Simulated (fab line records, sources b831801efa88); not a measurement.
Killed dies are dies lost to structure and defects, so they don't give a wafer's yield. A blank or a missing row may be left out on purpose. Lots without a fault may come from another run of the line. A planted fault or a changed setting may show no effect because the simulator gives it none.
Chamber matching | flow gf180mcu | GF_V3_CVD_00 on hdpcvd-01: 3 sister chambers
The step deposits SiO2, target thk 600 nm, time 100 s. 5 wafers are shown with their chamber, then 7 later ones without.

WAFERS WITH THEIR CHAMBER
wafer  | chamber | sih4_flow_sccm (sccm)
L429.4 | 2       | 59.70
L430.5 | 0       | 60.23
L430.6 | 1       | 59.94
L431.3 | 0       | 60.30
L431.5 | 1       | 59.95

WAFERS WITHOUT THEIR CHAMBER
wafer  | sih4_flow_sccm (sccm)
L431.6 | 60.06
L432.1 | 59.77
L432.3 | 60.01
L432.5 | 59.86
L433.1 | 59.75
L433.2 | 60.31
L433.6 | 60.18

WHICH CHAMBER EACH WENT THROUGH
wafer  | from the rows above | in truth
L431.6 | 1                   | 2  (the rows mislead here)
L432.1 | 2                   | 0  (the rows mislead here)
L432.3 | 1                   | 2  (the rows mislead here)
L432.5 | 1                   | 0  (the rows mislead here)
L433.1 | 2                   | 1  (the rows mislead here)
L433.2 | 0                   | 0
L433.6 | 0                   | 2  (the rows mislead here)
Placed correctly: 1 of 7. Can't be placed from these rows: 0. Placed wrongly: 6.
How it was worked out, from the rows above alone: a wafer's distance from a chamber is the root of the sum, over the readings, of the square of ((its reading less the chamber's mean) divided by the reading's scatter). The wafer belongs to the nearest chamber; if the next one is less than 2 further off, it can't be placed. A chamber's mean is the mean of its shown wafers. The scatter: the root of (the sum of the squares of (reading less its chamber's mean) over the shown wafers, divided by (wafers less chambers)).
